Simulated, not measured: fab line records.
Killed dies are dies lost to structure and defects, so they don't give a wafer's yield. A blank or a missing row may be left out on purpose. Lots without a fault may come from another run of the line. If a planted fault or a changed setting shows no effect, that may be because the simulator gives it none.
Matching of chambers ; flow sky130 ; SKY_VIA1_HDPCVD_00 on hdpcvd-02: 3 sister chambers
The step deposits SiO2, target thk 1030 nm, time 171.7 s. 6 wafers are shown with their chamber, then 7 later ones without.

WAFERS PAIRED WITH THEIR CHAMBERS
wafer;chamber;run length s (s)
L357.2;1;200.5
L372.1;0;198.8
L368.1;0;199.3
L368.5;2;199.8
L375.1;2;200.3
L375.3;1;200.8

WAFERS MISSING THEIR CHAMBER
wafer;run length s (s)
L375.6;200.2
L377.2;200.6
L377.3;199.0
L377.6;199.2
L378.1;198.9
L378.5;198.9
L378.6;199.8

THE CHAMBER EACH PASSED THROUGH
wafer;from the rows above;in truth
L375.6;can't be placed: 2 or 1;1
L377.2;can't be placed: 1 or 2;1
L377.3;0;0
L377.6;0;0
L378.1;0;0
L378.5;0;0
L378.6;can't be placed: 2 or 0 or 1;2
Correctly placed: 4 of 7. Unplaceable from these rows: 3, with the true chamber sitting among the candidates in 3. Number placed wrongly: 0.
How it was worked out, from the rows above alone: a wafer's distance from a chamber is the root of the sum, over the readings, of the square of ((its reading less the chamber's mean) divided by the reading's scatter). The wafer belongs to the nearest chamber; if the next one is less than 2 further off, it can't be placed. The mean given for a chamber averages the wafers shown for that chamber. How the scatter is found: for the shown wafers, subtract from each reading the mean of its chamber, square and add these, divide the total by (wafers less chambers), then take the root.
